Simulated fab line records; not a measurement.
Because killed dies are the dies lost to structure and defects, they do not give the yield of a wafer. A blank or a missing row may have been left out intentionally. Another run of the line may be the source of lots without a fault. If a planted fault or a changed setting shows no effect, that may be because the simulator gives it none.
What tool caused it? ; flow sky130 ; 11 lots with 33 wafers sampled at 2 steps, on a route of 708 steps

## WHAT EACH GAUGE READ, for each wafer
SKY_CAPM_THK_MEAS_04: measures by xrf. Usual: CAPM_TIN_THK 202.8 nm, standard deviation 2.7.
lot;measured;on;CAPM_TIN_THK (nm);flag
L287;day 36 12:25;film_metro-02;202.2 203.2 204.9;
L288;day 36 16:15;film_metro-01;203.6 205.8 204.5;
L295;day 38 18:12;film_metro-01;205.9 205.3 206.4;
L296;day 38 19:44;film_metro-01;204.2 205.1 206.1;
L297;day 39 04:10;film_metro-02;207.8 206.6 203.1;
L303;day 41 02:42;film_metro-01;206.1 203.2 206.4;
L304;day 41 13:23;film_metro-02;201.8 204.3 198.9;
L305;day 41 13:57;film_metro-04;199.1 204.0 199.9;
L308;day 42 10:33;film_metro-04;203.7 202.4 201.5;
L309;day 42 16:58;film_metro-02;203.3 209.3 207.8;
L310;day 43 08:49;film_metro-04;202.8 201.4 203.0;

## EACH LOT AND THE TOOL THAT RAN IT (in order: tool; ch and the chambers of the sampled wafers; start)
lot;SKY_METAL3_SPUTTER_00
L287;pvd_sputter-02, day 36 11:57
L288;pvd_sputter-02, day 36 15:47
L295;pvd_sputter-03, day 38 17:42
L296;pvd_sputter-02, day 38 19:15
L297;pvd_sputter-03, day 39 03:43
L303;pvd_sputter-03, day 41 02:13
L304;pvd_sputter-02, day 41 12:54
L305;pvd_sputter-01, day 41 13:29
L308;pvd_sputter-03, day 42 10:05
L309;pvd_sputter-02, day 42 16:29
L310;pvd_sputter-02, day 43 08:20
- SKY_METAL3_SPUTTER_00: material Ti, target thk 15 nm, time 10 s.

## AS READ BY THE TOOLS THEMSELVES (means over the sampled wafers that have a number; for cases with no such wafer, the mark the record gives instead)
SKY_METAL3_SPUTTER_00. Usual: throttle_valve_pct reads 30.3 % (standard deviation 1.3).
lot;tool;throttle_valve_pct (%);flag
L287;pvd_sputter-02;29.2;
L288;pvd_sputter-02;31.4;
L295;pvd_sputter-03;30.3;
L296;pvd_sputter-02;30.1;
L297;pvd_sputter-03;30.9;
L303;pvd_sputter-03;29.9;
L304;pvd_sputter-02;30.7;
L305;pvd_sputter-01;30.4;
L308;pvd_sputter-03;29.7;
L309;pvd_sputter-02;30.4;
L310;pvd_sputter-02;30.3;

## THE ANSWER, worked out from the rows above alone
Rule: a lot counts as off when the mean over its wafers that have a number is more than 3 standard deviations away from the usual mean. A lot without any number at a reading at which 4 lots or more have one is off too. The other lots that the step has rows for count as sound. Order of review: gauges by route order, followed by the tools' own readings, for which a lot's mean as printed above is used. At the first step where some lot is off, the reading lying furthest off is the one used; lots without a number count as furthest.
Nothing can be told from this: no lot is off at any reading shown.

## WHAT THE SIMULATOR PUT IN
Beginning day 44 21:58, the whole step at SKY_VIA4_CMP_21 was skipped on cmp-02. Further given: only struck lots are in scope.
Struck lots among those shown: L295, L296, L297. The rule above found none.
